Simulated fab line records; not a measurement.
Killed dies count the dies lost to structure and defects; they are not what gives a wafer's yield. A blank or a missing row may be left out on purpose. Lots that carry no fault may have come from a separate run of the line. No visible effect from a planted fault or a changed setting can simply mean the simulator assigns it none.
Comparing a struck lot with a sound one + flow sky130 + 44 steps out of a route of 708
Sound: the wafers L805.1, L805.3, L805.6. Wafers L812.2, L812.3, L812.4 were the ones struck. At the end, the cause is stated.
Per side, at each step with rows, come the tool, then ch with its chambers, and then its first start. Under that, the readings that differ: sound wafers + struck wafers + difference of the means + sigmas: that difference in standard deviations of wafers without a fault.
alike: same words and numbers on both sides, and readings whose means sit less than 2 such deviations apart. not compared: any withheld reading, any reading some wafer has no value for, any bound like >300 that may hide the same value, and any number with overlapping values for which the record gives no deviation.
Wherever a step has rows on one side only, a row that says differs or no value, or a row with sigmas, the two part there. Non-overlapping numbers with no deviation appear without sigmas and do not part them. A reading missing from all wafers of one side parts the sides only when that side holds two or more wafers.

first, 1 step without rows for these wafers: SKY_SONOS_TUNNEL_DEVELOP_06 (develop time 60 s).
SKY_SONOS_TUNNEL_CD_MEAS_07: the cd target is 410 nm.
  sound: cd_sem-02 at day 12 03:30; struck: cd_sem-01 at day 14 14:31
  alike: cd_nm
SKY_SONOS_TUNNEL_OVL_MEAS_08:
  sound: overlay-01 at day 12 03:37; struck: overlay-01 at day 14 14:38
  alike: SONOS_TUNNEL_OVL
then, 3 steps without rows for these wafers: SKY_SONOS_TUNNEL_IMPLANT_09; SKY_SONOS_TUNNEL_WET_ETCH_10 (etches SiO2 in dHF, target depth 14 nm, time 280 s); SKY_SONOS_TUNNEL_STRIP_11 (strips in SPM, time 600 s).
SKY_SONOS_TUNNEL_TW_MEAS_12:
  sound: film_metro-03 at day 12 04:09; struck: film_metro-02 at day 14 15:05
| reading         | sound       | struck      | difference | sigmas |
|-----------------|-------------|-------------|------------|--------|
| SONOS_TUNNEL_TW | 200 200 200 | 193 193 193 | -7         | -2     |
then, 2 steps without rows for these wafers: SKY_SONOS_TUNNEL_CLEAN_13 (cleans in dHF, time 20 s); SKY_SONOS_ONO_OXIDATION_00 (stabilise 600 s, purge 300 s, target thk 2.6 nm).
SKY_SONOS_ONO_THK_MEAS_01:
  sound: film_metro-01 at day 12 05:34; struck: film_metro-02 at day 14 18:19
  alike: SONOS_ONO_OXIDATION_THK
then, 1 step without rows for these wafers: SKY_SONOS_ONO_CVD_02 (deposits Si3N4 from DCS/NH3, target thk 10.5 nm, time 180 s).
SKY_SONOS_ONO_THK_MEAS_03:
  sound: film_metro-03 at day 12 08:51; struck: film_metro-03 at day 14 19:26
| reading                   | sound             | struck            | difference | sigmas |
|---------------------------|-------------------|-------------------|------------|--------|
| SONOS_ONO_CVD_02_THK (nm) | 10.54 10.50 10.52 | 10.27 10.12 10.14 | -0.34      | -2     |
SKY_SONOS_ONO_CVD_04: deposits SiO2 from SiH4/N2O, target thk 5.7199 nm.
  sound on lpcvd-03 ch 0, day 12 08:55; struck on lpcvd-03 ch 0, day 14 19:29
| reading                                    | sound             | struck            | difference | sigmas      |
|--------------------------------------------|-------------------|-------------------|------------|-------------|
| pressure_mtorr (mTorr)                     | 401.5 400.2 400.5 | 480.3 480.6 479.7 | +79.5      | +99 or more |
| model.SiO2_of_SONOS_ONO_CVD_04.thk_nm (nm) | 5.502 5.639 5.537 | 6.305 6.207 6.35  | +0.728     |             |
  alike: spike_tc_lower_C, zone_power_bottom_pct
SKY_SONOS_ONO_THK_MEAS_05:
  sound: film_metro-03 at day 12 10:10; struck: film_metro-03 at day 14 20:44
| reading                   | sound          | struck         | difference | sigmas |
|---------------------------|----------------|----------------|------------|--------|
| SONOS_ONO_CVD_04_THK (nm) | 5.57 5.64 5.57 | 6.32 6.19 6.36 | +0.70      | +7     |
then, 7 steps without rows for these wafers: SKY_SONOS_ONO_DEHYDRATE_06 (time 60 s); SKY_SONOS_ONO_HMDS_07 (prime time 60 s); SKY_SONOS_ONO_COAT_08 (resist thk 1140 nm); SKY_SONOS_ONO_SOFTBAKE_09 (time 60 s); SKY_SONOS_ONO_EXPOSE_10 (exposes mask ONOM, target cd 410 nm); SKY_SONOS_ONO_PEB_11; SKY_SONOS_ONO_DEVELOP_12 (develop time 60 s).
SKY_SONOS_ONO_CD_MEAS_13: the cd target is 410 nm.
  sound: cd_sem-02 at day 13 10:45; struck: cd_sem-01 at day 15 23:00
  alike: cd_nm
SKY_SONOS_ONO_OVL_MEAS_14:
  sound: overlay-01 at day 13 10:52; struck: overlay-01 at day 15 23:06
  alike: SONOS_ONO_OVL
SKY_SONOS_ONO_ETCH_15: etches the open film in CHF3/O2, target depth 19.52 nm, time 7.8 s.
  sound on rie_diel-02 ch 1,2, day 13 10:54; struck on rie_diel-04 ch 1,2,3, day 15 23:08
  alike: drypump_motor_current_A, oes_product_au, throttle_valve_pct
  not compared: rf_hours_counter_h
then, 1 step without rows for these wafers: SKY_SONOS_ONO_WET_ETCH_16 (etches SiO2 in dHF, target depth 14 nm, time 280 s).
SKY_SONOS_ONO_STRIP_17: strips in O2/N2.
  sound on plasma_asher-04 ch 0,1, day 13 11:02; struck on plasma_asher-03 ch 0,1, day 15 23:14
  alike: drypump_motor_current_A, oes_product_au, strip_time_to_endpoint_s
  not compared: rf_hours_counter_h
then, 3 steps without rows for these wafers: SKY_SONOS_ONO_WET_ETCH_18 (etches Si3N4 in H3PO4, target depth 15 nm, time 172 s); SKY_GATE_OXIDE_CLEAN_00 (cleans in SC1/SC2, time 150 s); SKY_GATE_OXIDE_OXIDATION_01 (stabilise 600 s, purge 300 s, target thk 10.268 nm).
SKY_GATE_OXIDE_THK_MEAS_02:
  sound: film_metro-02 at day 13 12:40; struck: film_metro-04 at day 16 05:59
| reading                          | sound             | struck         | difference | sigmas |
|----------------------------------|-------------------|----------------|------------|--------|
| GATE_OXIDE_OXIDATION_00_THK (nm) | 10.24 10.20 10.19 | 9.84 9.83 9.78 | -0.39      | -2     |
then, 7 steps without rows for these wafers: SKY_GATE_OXIDE_DEHYDRATE_03 (time 60 s); SKY_GATE_OXIDE_HMDS_04 (prime time 60 s); SKY_GATE_OXIDE_COAT_05 (resist thk 1140 nm); SKY_GATE_OXIDE_SOFTBAKE_06 (time 60 s); SKY_GATE_OXIDE_EXPOSE_07 (exposes mask LVOM, target cd 600 nm); SKY_GATE_OXIDE_PEB_08; SKY_GATE_OXIDE_DEVELOP_09 (develop time 60 s).
SKY_GATE_OXIDE_OVL_MEAS_10:
  sound: overlay-02 at day 14 14:38; struck: overlay-01 at day 17 09:55
  alike: GATE_OXIDE_OVL
then, 2 steps without rows for these wafers: SKY_GATE_OXIDE_IMPLANT_11; SKY_GATE_OXIDE_WET_ETCH_12 (etches SiO2 in dHF, target depth 16.8 nm, time 336 s).
SKY_GATE_OXIDE_STRIP_13: strips in O2/N2.
  sound on plasma_asher-01 ch 0,1, day 14 14:55; struck on plasma_asher-04 ch 0,1, day 17 10:11
| reading                      | sound             | struck            | difference | sigmas |
|------------------------------|-------------------|-------------------|------------|--------|
| strip_time_to_endpoint_s (s) | 14.13 14.13 14.17 | 14.22 14.27 14.27 | +0.11      | +3     |
  alike: drypump_motor_current_A, oes_product_au
  not compared: rf_hours_counter_h
SKY_GATE_OXIDE_TW_MEAS_14:
  sound: film_metro-01 at day 14 15:01; struck: film_metro-01 at day 17 10:18
  alike: GATE_OXIDE_TW
SKY_GATE_OXIDE_CLEAN_15: cleans in SC1/SC2, time 150 s.
  sound on wet_bench-02 ch 0, day 14 15:05; struck on wet_bench-04 ch 0, day 17 10:21
| reading                                    | sound             | struck           | difference | sigmas |
|--------------------------------------------|-------------------|------------------|------------|--------|
| model.SiO2_of_SONOS_ONO_CVD_04.thk_nm (nm) | 3.996 4.135 4.031 | 4.784 4.681 4.82 | +0.708     |        |
  alike: bath_guard_temp_C
-- record jumps: 31 days separate the struck wafers' starts on either side; left off in module GATE_OXIDE, taken up again in module PAD_OPEN, whose first shown step is the route's number 708 --
SKY_PAD_OPEN_PROBE_99:
  sound: prober-02 at day 46 20:57; struck: prober-01 at day 48 20:50
| reading                                 | sound                | struck               | difference | sigmas |
|-----------------------------------------|----------------------|----------------------|------------|--------|
| model.etest.sonos_erased.drive_ua_um    | 201.6 172.2 202      | 172 168.2 133        | -34        |        |
| model.etest.sonos_uncharged.r_on_ohm_um | 798.1 800.8 794.7    | 811.9 819 813.7      | +17.0      |        |
| model.etest.cap_ono.gate_log10_a_cm2    | -7.775 -7.867 -7.798 | -8.618 -8.457 -8.694 | -0.776     |        |
| model.etest.cap_ono.gate_bv_v (V)       | 16.11 16.59 16.49    | 17.16 17.41 16.7     | +0.69      |        |
| model.etest.cap_ono.tox_acc_nm (nm)     | 12.7 12.82 12.73     | 13.43 13.22 13.43    | +0.61      |        |
| model.etest.sonos_programmed.vt_v (V)   | 1.54 1.519 1.557     | 1.171 1.258 1.179    | -0.336     |        |
| model.etest.sonos_erased.vt_v (V)       | -2.382 -2.295 -2.345 | -2.029 -2.098 -1.962 | +0.311     |        |
| model.etest.sonos_baked.vt_v (V)        | 1.042 0.9894 1.02    | 0.7534 0.8361 0.7559 | -0.2353    |        |
  alike: killed_at_M0_to_M3, killed_at_M4_up, killed_at_contacts, killed_at_front_end, killed_dies, killed_open, killed_short

== WHERE THEY PART ==
At SKY_SONOS_TUNNEL_TW_MEAS_12 first; at SKY_GATE_OXIDE_STRIP_13 last (within this record only). Later steps at which nothing parts them and some readings are alike: SKY_GATE_OXIDE_TW_MEAS_14, SKY_GATE_OXIDE_CLEAN_15, SKY_PAD_OPEN_PROBE_99.

WHY: the cause the simulator had injected
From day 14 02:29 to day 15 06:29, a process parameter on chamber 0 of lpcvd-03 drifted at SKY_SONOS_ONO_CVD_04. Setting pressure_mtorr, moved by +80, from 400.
